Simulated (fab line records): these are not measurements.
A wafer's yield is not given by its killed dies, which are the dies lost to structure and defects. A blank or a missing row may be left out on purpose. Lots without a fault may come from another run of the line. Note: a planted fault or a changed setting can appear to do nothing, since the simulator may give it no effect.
fab line records	flow sky130
[record] lots = 7	wafers = 21	last-day = 49
route steps=708 shown VIA1@462 PAD_OPEN@708
lots untouched by any fault: they come from a run of this same line in which no faults occurred
start-h: start of the lot's first displayed wafer, in hours after the record's first day	wait-h: hours elapsed since this lot's preceding step	" unchanged from the row above	L1.1+2: a row that stands for several wafers	- no value present, or no start provided	* or withheld: withheld	< > ~ a bound
route shown NAME@n: a module of which the file shows steps, and the number in the route of the first	usual: mean and standard deviation over wafers with no fault	same: alike in all rows	chamber/n: place in a boat	sites: readings site by site	_std_site: their standard deviation	_edge_site: outer sites' mean less inner sites'	radius-mm: how far each site lies from the wafer's centre	mask NAME#n: copy n	behind: the most recent tool/chamber to have shaped the wafer	hold: cause of the lot's hold/its duration in hours/its outcome	device: names the non-switching transistor (n, p or np)	end of line: tests run on the same wafers once the route is complete	for a step that has no rows: nothing shown but its recipe	killed: the dies lost at the first sort to structure and to defects; this is not the yield of the wafer	map: a wafer's dies, marking killed ones x, the rest . and places with no die _
set.NAME: the setting that was run; set.NAME@STEP: the one run at that earlier step	model.NAME: the simulator's own value behind a step, which no gauge read
lots seen at some steps along the route; tables by step, rows by wafer
services: a tool's chamber out of use, with start hour (start-h, from the record's first day; less than 0 if before it), hours out, and reason
[[steps]]
[step SKY_VIA1_DEHYDRATE_04]
[recipe] temp-c = 200	time-s = 60
[step SKY_VIA1_HMDS_05]
[recipe] prime-time-s = 60	prime-temp-c = 120
[step SKY_VIA1_COAT_06]
[recipe] resist = BARC	temp-c = withheld	time-s = withheld	spin-rpm = 3000	resist-thk-nm = 60
[step SKY_VIA1_COAT_07]
[recipe] resist = KrF-thick	spin-rpm = 3000	resist-thk-nm = 450
[step SKY_VIA1_SOFTBAKE_08]
[recipe] temp-c = 100	time-s = 90	resist = KrF-thick
[step SKY_VIA1_EXPOSE_09]
[recipe] mask-id = VIM	na = 0.8	source-shape = annular	sigma-inner = 0.55	sigma-outer = 0.85	target-cd-nm = 150	dose-mj = 38
[step SKY_VIA1_PEB_10]
[recipe] peb-temp-c = withheld	peb-time-s = withheld	resist = KrF-thick
[step SKY_VIA1_DEVELOP_11]
[recipe] develop-time-s = 60	resist = KrF-thick	dev-temp-c = 21
[step SKY_VIA1_CD_MEAS_12]
[recipe] target-cd-nm = 150
[usual] cd-nm = 150.3/1.5
lot.wafer	tool	chamber	start-h	wait-h	cd-nm
L845.1	cd-sem-02	-	846.05	-	153.4
L845.3	"	-	"	"	151.6
L845.6	"	-	"	"	152.6
L846.1	cd-sem-01	-	853.45	-	152.4
L846.3	"	-	"	"	151.4
L846.5	"	-	"	"	151.5
L847.1	cd-sem-02	-	861.12	-	149.8
L847.2	"	-	"	"	152.5
L847.4	"	-	"	"	151.8
L850.1	cd-sem-01	-	889.75	-	151.2
L850.4	"	-	"	"	149.4
L850.6	"	-	"	"	150.6
L853.1	cd-sem-01	-	900.92	-	151.7
L853.4	"	-	"	"	151.5
L853.5	"	-	"	"	149.9
L856.3	cd-sem-01	-	918.21	-	148.3
L856.5	"	-	"	"	147.3
L856.6	"	-	"	"	147.5
L857.3	cd-sem-01	-	934.09	-	149.2
L857.4	"	-	"	"	147.5
L857.6	"	-	"	"	146.7
[step SKY_VIA1_OVL_MEAS_13]
[usual] VIA1_OVL = 0/6.4
lot.wafer	tool	chamber	start-h	wait-h	VIA1_OVL[nm]
L845.1	overlay-01	-	846.17	0.1	2
L845.3	"	-	"	"	8
L845.6	"	-	"	"	-2
L846.1	overlay-02	-	853.57	0.1	6
L846.3	"	-	"	"	2
L846.5	"	-	"	"	12
L847.1	overlay-01	-	861.24	0.1	6
L847.2	"	-	"	"	6
L847.4	"	-	"	"	10
L850.1	overlay-01	-	889.87	0.1	5
L850.4	"	-	"	"	-3
L850.6	"	-	"	"	5
L853.1	overlay-01	-	901.04	0.1	4
L853.4	"	-	"	"	2
L853.5	"	-	"	"	-3
L856.3	overlay-01	-	918.30	0.1	-4
L856.5	"	-	"	"	-1
L856.6	"	-	"	"	-6
L857.3	overlay-01	-	934.18	0.1	2
L857.4	"	-	"	"	8
L857.6	"	-	"	"	0
[step SKY_VIA1_ETCH_14]
[recipe] chemistry = N2/H2	target = BARC	ion-energy-ev = 200	source-w = 500	bias-w = 100	pressure-mtorr = 30	n2-flow-sccm = 100	h2-flow-sccm = 200	stop-on = SiO2	time-s = 45.9	target-depth-a = 600
[usual] drypump-motor-current-A = 5.8/0.53	oes-product-au = 0.854/0.0046	throttle-valve-pct = 13.226/0.0097
lot.wafer	tool	chamber	start-h	wait-h	drypump-motor-current-A	oes-product-au	rf-hours-counter-h	throttle-valve-pct
L845.1	rie-diel-02	2	846.20	0.0	6.4	0.856	15	13.216
L845.3	"	3	"	"	5.6	0.857	2	13.231
L845.6	"	0	"	"	5.0	0.858	-	13.219
L846.1	rie-diel-02	0	853.60	0.0	5.0	0.854	8	13.226
L846.3	"	3	"	"	5.7	0.848	3	13.240
L846.5	"	0	"	"	5.0	0.848	-	13.213
L847.1	rie-diel-01	2	861.27	0.0	5.3	0.851	14	13.214
L847.2	"	1	"	"	5.8	0.852	27	13.236
L847.4	"	3	"	"	5.7	0.856	11	13.221
L850.1	rie-diel-01	1	889.90	0.0	5.8	0.857	28	13.235
L850.4	"	3	"	"	5.7	0.855	12	13.227
L850.6	"	3	"	"	5.7	0.857	-	13.213
L853.1	rie-diel-02	0	901.07	0.0	5.0	0.856	9	13.223
L853.4	"	2	"	"	6.4	0.856	16	13.217
L853.5	"	0	"	"	5.0	0.856	-	13.218
L856.3	rie-diel-01	2	918.32	0.0	5.3	0.861	17	13.215
L856.5	"	2	"	"	5.3	0.856	-	13.223
L856.6	"	0	"	"	6.5	0.849	-	13.226
L857.3	rie-diel-01	3	934.20	0.0	5.7	0.855	13	13.225
L857.4	"	0	"	"	6.5	0.866	-	13.229
L857.6	"	2	"	"	5.3	0.856	-	13.237
[step SKY_VIA1_ETCH_15]
[recipe] target = SiO2	chemistry = C4F8/O2/Ar	target-depth-nm = 351	stop-on = TiN	mask-material = KrF-thick	source-w = 1500	bias-w = 1200	pressure-mtorr = 40	c4f8-flow-sccm = withheld	O2_flow_sccm = 6	Ar_flow_sccm = 300	time-s = 54
[usual] oes-product-au = 0.981/0.0058
lot.wafer	tool	chamber	start-h	wait-h	oes-product-au	rf-hours-counter-h
L845.1	rie-diel-02	2	846.24	0.0	0.973	15
L845.3	"	3	"	"	0.982	3
L845.6	"	0	"	"	0.972	-
L846.1	rie-diel-02	0	853.64	0.0	0.986	8
L846.3	"	3	"	"	0.987	3
L846.5	"	0	"	"	0.983	-
L847.1	rie-diel-01	2	861.32	0.0	0.973	15
L847.2	"	1	"	"	0.977	27
L847.4	"	3	"	"	0.985	11
L850.1	rie-diel-01	1	889.94	0.0	0.989	28
L850.4	"	3	"	"	0.972	12
L850.6	"	3	"	"	0.981	-
L853.1	rie-diel-02	0	901.12	0.0	0.986	9
L853.4	"	2	"	"	0.977	16
L853.5	"	0	"	"	0.991	-
L856.3	rie-diel-01	2	918.37	0.0	0.974	17
L856.5	"	2	"	"	0.975	-
L856.6	"	0	"	"	0.983	-
L857.3	rie-diel-01	3	934.25	0.0	0.982	13
L857.4	"	0	"	"	0.980	-
L857.6	"	2	"	"	0.974	-
[step SKY_VIA1_STRIP_16]
[recipe] chemistry = O2/N2	power-w = 1400	pressure-mtorr = 1500	platen-temp-c = withheld	o2-flow-sccm = 3000	n2-flow-sccm = 300	overash-fraction = 0.5
[usual] chamber-pressure-mTorr = 1499.9/1.3	drypump-motor-current-A = 5.9/0.37	oes-product-au = 0.415/0.0052	overash-fraction = 0.5/0	strip-time-to-endpoint-s = 4.462/0.028
lot.wafer	tool	chamber	start-h	wait-h	chamber-pressure-mTorr	drypump-motor-current-A	oes-product-au	overash-fraction	rf-hours-counter-h	strip-time-to-endpoint-s	model.KrF-thick_of_VIA1_COAT_07.thk-nm
L845.1	plasma-asher-02	1	846.29	0.0	-	-	-	-	-	-	326
L845.3	"	0	"	"	-	-	-	-	-	-	321.7
L845.6	"	1	"	"	-	-	-	-	-	-	321.7
L846.1	plasma-asher-03	1	853.69	0.0	-	-	-	-	-	-	321.2
L846.3	"	0	"	"	-	-	-	-	-	-	319.8
L846.5	"	0	"	"	-	-	-	-	-	-	319.6
L847.1	plasma-asher-03	1	861.36	0.0	-	-	-	-	-	-	325
L847.2	"	0	"	"	-	-	-	-	-	-	323.3
L847.4	"	0	"	"	-	-	-	-	-	-	321.9
L850.1	plasma-asher-02	1	889.99	0.0	1501.4	5.5	0.418	0.5	76	4.472	0
L850.4	"	1	"	"	1499.0	5.5	0.411	0.5	-	4.487	0
L850.6	"	0	"	"	1498.4	5.9	0.419	0.5	-	4.483	0
L853.1	plasma-asher-03	1	901.16	0.0	1500.7	5.7	0.411	0.5	16	4.479	0
L853.4	"	0	"	"	1499.5	6.3	0.414	0.5	-	4.509	0
L853.5	"	1	"	"	1499.9	5.7	0.411	0.5	-	4.465	0
L856.3	plasma-asher-03	0	918.45	0.1	1498.4	6.3	0.413	0.5	-	4.485	0
L856.5	"	1	"	"	1498.5	5.7	0.420	0.5	-	4.487	0
L856.6	"	0	"	"	1500.2	6.3	0.414	0.5	-	4.442	0
L857.3	plasma-asher-04	1	934.33	0.1	1499.3	5.8	0.421	0.5	-	4.483	0
L857.4	"	0	"	"	1499.8	6.7	0.417	0.5	-	4.483	0
L857.6	"	0	"	"	1498.0	6.7	0.416	0.5	-	4.497	0
[step SKY_VIA1_STRIP_17]
[recipe] chemistry = post-etch-residue-remover	time-s = 1200	temp-c = 72.5
[step SKY_PAD_OPEN_PROBE_99]
[usual] defect-limited-yield = 82.4/1.9	killed_at_M0_to_M3 = 44/7.2	killed_at_M4_up = 3.4/2.1	killed-at-contacts = 24/5.5	killed-at-front-end = 15/4.6	killed-at-other = 0.4/0.64	killed-dies = 86/9.1	killed-on-rim = 17/3.8	killed-open = 47/7.5	killed-short = 39/5.8	sort_bin_3_pad_short = 0.9/0.41	sort_bin_5_function = 10.4/1.5	sort_bin_6_memory = 6.3/1.2	sort-n-pass = 406/9.1	sort-yield-pct = 82.4/1.9
[same] gross-dies = 492	killed-at-back-side = 0	sort_bin_4_leakage[%] = 0	sort_bin_8_speed[%] = 0
lot.wafer	tool	chamber	start-h	wait-h	defect-limited-yield[%]	killed_at_M0_to_M3	killed_at_M4_up	killed-at-contacts	killed-at-front-end	killed-at-other	killed-dies	killed-on-rim	killed-open	killed-short	sort_bin_3_pad_short[%]	sort_bin_5_function[%]	sort_bin_6_memory[%]	sort-n-pass	sort-yield-pct[%]
L845.1	prober-02	-	1116.82	0.1	0	458	2	21	11	0	492	96	33	37	0.8	94.1	5.1	0	0
L845.3	prober-02	-	1116.92	0.2	0	453	0	25	14	0	492	96	46	30	0.4	94.3	5.3	0	0
L845.6	prober-02	-	1117.07	0.2	0	450	5	24	13	0	492	96	38	40	0.6	92.3	7.1	0	0
L846.1	prober-01	-	1122.13	0.1	0	450	5	23	13	1	492	96	40	34	0.8	93.3	5.9	0	0
L846.3	prober-01	-	1122.23	0.2	0	446	3	28	15	0	492	96	45	37	1.2	93.3	5.5	0	0
L846.5	prober-01	-	1122.33	0.2	0	449	2	23	18	0	492	96	51	40	0.4	92.9	6.7	0	0
L847.1	prober-02	-	1128.76	0.1	0	452	3	26	11	0	492	96	57	35	0.2	93.1	6.7	0	0
L847.2	prober-02	-	1128.81	0.1	0	434	3	33	21	1	492	96	62	43	0.4	93.5	6.1	0	0
L847.4	prober-02	-	1128.91	0.2	0	461	3	21	7	0	492	96	37	37	1.0	93.3	5.7	0	0
L850.1	prober-02	-	1150.81	0.1	81.1	60	2	16	15	0	93	20	49	44	1.0	12.0	5.9	399	81.1
L850.4	prober-02	-	1150.96	0.2	79.3	49	1	28	23	1	102	26	63	39	0.8	14.0	5.9	390	79.3
L850.6	prober-02	-	1151.06	0.2	83.5	48	5	16	12	0	81	17	42	39	0.8	8.9	6.7	411	83.5
L853.1	prober-01	-	1155.61	0.1	83.9	40	2	17	20	0	79	11	37	42	1.4	9.8	4.9	413	83.9
L853.4	prober-01	-	1155.76	0.2	80.3	45	11	19	22	0	97	13	54	43	1.2	10.8	7.7	395	80.3
L853.5	prober-01	-	1155.81	0.2	78.0	53	7	31	17	0	108	20	67	41	1.2	11.4	9.3	384	78.0
L856.3	prober-01	-	1170.96	0.2	81.5	44	3	34	9	1	91	18	51	40	0.6	10.8	7.1	401	81.5
L856.5	prober-01	-	1171.06	0.2	86.0	33	4	22	10	0	69	10	34	35	0.8	9.1	4.1	423	86.0
L856.6	prober-01	-	1171.11	0.2	80.9	48	9	23	14	0	94	12	44	50	1.0	10.0	8.1	398	80.9
L857.3	prober-02	-	1181.26	0.2	80.3	46	2	26	23	0	97	16	58	38	0.6	11.4	7.7	395	80.3
L857.4	prober-02	-	1181.31	0.2	81.9	46	2	29	12	0	89	22	48	41	0.4	11.4	6.3	403	81.9
L857.6	prober-02	-	1181.41	0.2	81.1	34	2	34	22	1	93	18	41	50	1.6	12.0	5.3	399	81.1
// killed by level:class
L845.1 VIA1:area-sputter=422 VIA1:geometric-particle:open=8 METAL2:geometric-particle:short=7 METAL1:geometric-particle:short=6 POLY_GATE:geometric-particle:open=5 LI_CONTACT:geometric-particle:open=5 CONTACT:geometric-particle:short=5 CONTACT:geometric-particle:open=4
L845.3 VIA1:area-sputter=416 VIA1:geometric-particle:open=12 CONTACT:geometric-particle:open=10 LI_CONTACT:geometric-particle:open=6 METAL2:geometric-particle:short=6 METAL3:geometric-particle:short=5 FIELD_ISO:geometric-particle:open=4 CONTACT:geometric-particle:short=4
L845.6 VIA1:area-sputter=414 CONTACT:geometric-particle:open=14 METAL2:geometric-particle:short=8 CONTACT:geometric-particle:short=5 VIA1:geometric-particle:open=5 VIA1:geometric-particle:short=4 POLY_GATE:geometric-particle:short=4 VIA2:geometric-particle:open=4
L846.1 VIA1:area-sputter=417 LI_CONTACT:geometric-particle:open=7 METAL2:geometric-particle:short=7 VIA1:geometric-particle:open=7 VIA3:geometric-particle:open=7 CONTACT:geometric-particle:open=6 FIELD_ISO:geometric-particle:open=5 POLY_GATE:geometric-particle:short=4
L846.3 VIA1:area-sputter=409 CONTACT:geometric-particle:open=11 VIA1:geometric-particle:open=10 CONTACT:geometric-particle:short=9 FIELD_ISO:geometric-particle:open=7 VIA2:geometric-particle:open=5 LI_CONTACT:geometric-particle:open=5 VIA1:geometric-particle:short=5
L846.5 VIA1:area-sputter=401 VIA1:geometric-particle:open=10 CONTACT:geometric-particle:open=9 METAL1:geometric-particle:short=9 VIA3:geometric-particle:open=7 VIA1:geometric-particle:short=6 CONTACT:geometric-particle:short=5 LI_CONTACT:geometric-particle:open=5
L847.1 VIA1:area-sputter=400 VIA1:geometric-particle:open=18 CONTACT:geometric-particle:open=13 VIA3:geometric-particle:open=9 LI_CONTACT:geometric-particle:open=6 CONTACT:geometric-particle:short=5 VIA1:geometric-particle:short=5 VIA3:geometric-particle:short=4
L847.2 VIA1:area-sputter=386 VIA1:geometric-particle:open=15 LI_CONTACT:geometric-particle:open=12 VIA2:geometric-particle:open=10 CONTACT:geometric-particle:open=8 METAL1:geometric-particle:short=8 POLY_GATE:geometric-particle:short=6 LI_CONTACT:geometric-particle:short=5
L847.4 VIA1:area-sputter=418 VIA1:geometric-particle:open=11 METAL2:geometric-particle:short=7 CONTACT:geometric-particle:open=6 VIA3:geometric-particle:open=6 LI_CONTACT:geometric-particle:open=5 CONTACT:geometric-particle:short=5 METAL1:geometric-particle:short=5
L850.1 VIA1:geometric-particle:open=13 VIA2:geometric-particle:open=8 METAL2:geometric-particle:short=7 VIA3:geometric-particle:open=7 VIA1:geometric-particle:short=6 LOCAL_INTERCONNECT:geometric-particle:short=5 CONTACT:geometric-particle:open=5 METAL1:geometric-particle:short=5
L850.4 VIA1:geometric-particle:open=12 CONTACT:geometric-particle:open=12 VIA3:geometric-particle:open=8 VIA1:geometric-particle:short=8 VIA2:geometric-particle:open=8 FIELD_ISO:geometric-particle:open=5 LI_CONTACT:geometric-particle:open=5 LOCAL_INTERCONNECT:geometric-particle:short=5
L850.6 METAL2:geometric-particle:short=11 VIA1:geometric-particle:open=8 VIA2:geometric-particle:open=8 VIA3:geometric-particle:open=6 CONTACT:geometric-particle:open=6 FIELD_ISO:geometric-particle:short=4 METAL1:geometric-particle:short=4 POLY_GATE:geometric-particle:short=3
L853.1 VIA3:geometric-particle:open=9 POLY_GATE:geometric-particle:open=7 CONTACT:geometric-particle:short=6 VIA1:geometric-particle:open=6 CONTACT:geometric-particle:open=5 METAL1:geometric-particle:short=5 METAL2:geometric-particle:short=5 POLY_GATE:geometric-particle:short=4
L853.4 VIA1:geometric-particle:open=13 VIA2:geometric-particle:open=8 FIELD_ISO:geometric-particle:short=7 METAL4:geometric-particle:short=7 METAL3:geometric-particle:short=6 FIELD_ISO:geometric-particle:open=6 METAL1:geometric-particle:short=5 POLY_GATE:geometric-particle:open=4
L853.5 LI_CONTACT:geometric-particle:open=13 VIA1:geometric-particle:open=13 CONTACT:geometric-particle:open=7 VIA3:geometric-particle:open=7 CONTACT:geometric-particle:short=6 METAL1:geometric-particle:short=6 FIELD_ISO:geometric-particle:open=5 VIA2:geometric-particle:open=5
L856.3 LI_CONTACT:geometric-particle:open=12 CONTACT:geometric-particle:open=8 VIA2:geometric-particle:open=8 VIA1:geometric-particle:open=7 VIA3:geometric-particle:open=6 METAL2:geometric-particle:short=6 LI_CONTACT:geometric-particle:short=5 VIA1:geometric-particle:short=5
L856.5 CONTACT:geometric-particle:open=12 METAL1:geometric-particle:short=7 METAL2:geometric-particle:short=5 POLY_GATE:geometric-particle:short=4 LI_CONTACT:geometric-particle:open=4 VIA1:geometric-particle:open=4 METAL2:geometric-particle:open=3 VIA1:geometric-particle:short=3
L856.6 CONTACT:geometric-particle:open=8 VIA1:geometric-particle:open=8 METAL2:geometric-particle:short=8 VIA3:geometric-particle:open=8 POLY_GATE:geometric-particle:short=6 METAL1:geometric-particle:short=6 METAL4:geometric-particle:short=6 LI_CONTACT:geometric-particle:short=5
L857.3 VIA1:geometric-particle:open=16 CONTACT:geometric-particle:open=10 FIELD_ISO:geometric-particle:open=8 LI_CONTACT:geometric-particle:open=6 LOCAL_INTERCONNECT:geometric-particle:short=6 METAL2:geometric-particle:short=6 VIA3:geometric-particle:open=5 VIA3:geometric-particle:short=5
L857.4 CONTACT:geometric-particle:open=13 METAL1:geometric-particle:short=9 VIA2:geometric-particle:open=8 METAL2:geometric-particle:short=6 LI_CONTACT:geometric-particle:open=5 LOCAL_INTERCONNECT:geometric-particle:short=5 FIELD_ISO:geometric-particle:open=4 METAL3:geometric-particle:short=4
L857.6 CONTACT:geometric-particle:open=10 LI_CONTACT:geometric-particle:open=8 LOCAL_INTERCONNECT:geometric-particle:short=8 METAL1:geometric-particle:short=8 FIELD_ISO:geometric-particle:open=6 VIA1:geometric-particle:short=6 CONTACT:geometric-particle:short=6 FIELD_ISO:geometric-particle:short=5
// map L845.1 (x killed, . not)
__________xxxxxxxxxx_________
________xxxxxxxxxxxxxx_______
______xxxxxxxxxxxxxxxxxx_____
_____xxxxxxxxxxxxxxxxxxxx____
____xxxxxxxxxxxxxxxxxxxxxx___
___xxxxxxxxxxxxxxxxxxxxxxxx__
__xxxxxxxxxxxxxxxxxxxxxxxxxx_
_xxxxxxxxxxxxxxxxxxxxxxxxxxxx
_xxxxxxxxxxxxxxxxxxxxxxxxxxxx
_xxxxxxxxxxxxxxxxxxxxxxxxxxxx
_xxxxxxxxxxxxxxxxxxxxxxxxxxxx
_xxxxxxxxxxxxxxxxxxxxxxxxxxxx
_xxxxxxxxxxxxxxxxxxxxxxxxxxxx
_xxxxxxxxxxxxxxxxxxxxxxxxxxxx
_xxxxxxxxxxxxxxxxxxxxxxxxxxxx
__xxxxxxxxxxxxxxxxxxxxxxxxxx_
___xxxxxxxxxxxxxxxxxxxxxxxx__
____xxxxxxxxxxxxxxxxxxxxxx___
_____xxxxxxxxxxxxxxxxxxxx____
______xxxxxxxxxxxxxxxxxx_____
________xxxxxxxxxxxxxx_______
__________xxxxxxxxxx_________
// map L846.1 (x killed, . not)
__________xxxxxxxxxx_________
________xxxxxxxxxxxxxx_______
______xxxxxxxxxxxxxxxxxx_____
_____xxxxxxxxxxxxxxxxxxxx____
____xxxxxxxxxxxxxxxxxxxxxx___
___xxxxxxxxxxxxxxxxxxxxxxxx__
__xxxxxxxxxxxxxxxxxxxxxxxxxx_
_xxxxxxxxxxxxxxxxxxxxxxxxxxxx
_xxxxxxxxxxxxxxxxxxxxxxxxxxxx
_xxxxxxxxxxxxxxxxxxxxxxxxxxxx
_xxxxxxxxxxxxxxxxxxxxxxxxxxxx
_xxxxxxxxxxxxxxxxxxxxxxxxxxxx
_xxxxxxxxxxxxxxxxxxxxxxxxxxxx
_xxxxxxxxxxxxxxxxxxxxxxxxxxxx
_xxxxxxxxxxxxxxxxxxxxxxxxxxxx
__xxxxxxxxxxxxxxxxxxxxxxxxxx_
___xxxxxxxxxxxxxxxxxxxxxxxx__
____xxxxxxxxxxxxxxxxxxxxxx___
_____xxxxxxxxxxxxxxxxxxxx____
______xxxxxxxxxxxxxxxxxx_____
________xxxxxxxxxxxxxx_______
__________xxxxxxxxxx_________
[[services]]
tool	chamber	start-h	hours	kind
plasma-asher-02	-	899.08	2.8	pm
rie-diel-01	1	906.03	2.3	repair
plasma-asher-03	-	906.39	8.2	repair
rie-diel-02	3	913.37	4.4	repair
rie-diel-02	-	913.86	8.9	repair
rie-diel-01	1	917.41	4.7	repair
plasma-asher-04	-	917.98	1.3	repair
rie-diel-01	1	922.11	-	clean
rie-diel-01	1	922.11	24.3	scheduled-down
rie-diel-01	1	922.11	24.3	vent-cycle
plasma-asher-02	-	923.64	3.9	repair
rie-diel-01	-	932.39	0.7	repair
[[key]]
[first-sign] step = SKY_VIA1_STRIP_16	reading = tool-record	direction = missing
[effect] step = SKY_PAD_OPEN_PROBE_99	reading = killed_at_M0_to_M3	direction = up	sigmas = 57	usual = 44	struck = 450
[model-effect] step = SKY_VIA1_STRIP_16	value = KrF-thick_of_VIA1_COAT_07.thk-nm	without = 0	struck = 322.3
[more-kills-born-at] SKY_VIA1_SPUTTER_20@pvd-sputter-02 = 2456	SKY_VIA1_SPUTTER_20@pvd-sputter-04 = 1227
met-at SKY_VIA1_STRIP_16
struck-wafers L845.1,L845.3,L845.6,L846.1,L846.3,L846.5,L847.1,L847.2,L847.4
later-rows-left-out L845.1,L845.3,L845.6,L846.1,L846.3,L846.5,L847.1,L847.2,L847.4
[fault] kind = skipped-step-whole	tool = plasma-asher-02,plasma-asher-03	chamber = -	onset-h = 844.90	steps = SKY_VIA1_STRIP_16	scope = struck-lots-only
// later-rows-left-out: the simulator's readings of these wafers behind a module that went badly wrong aren't trusted and aren't shown, but for the sort
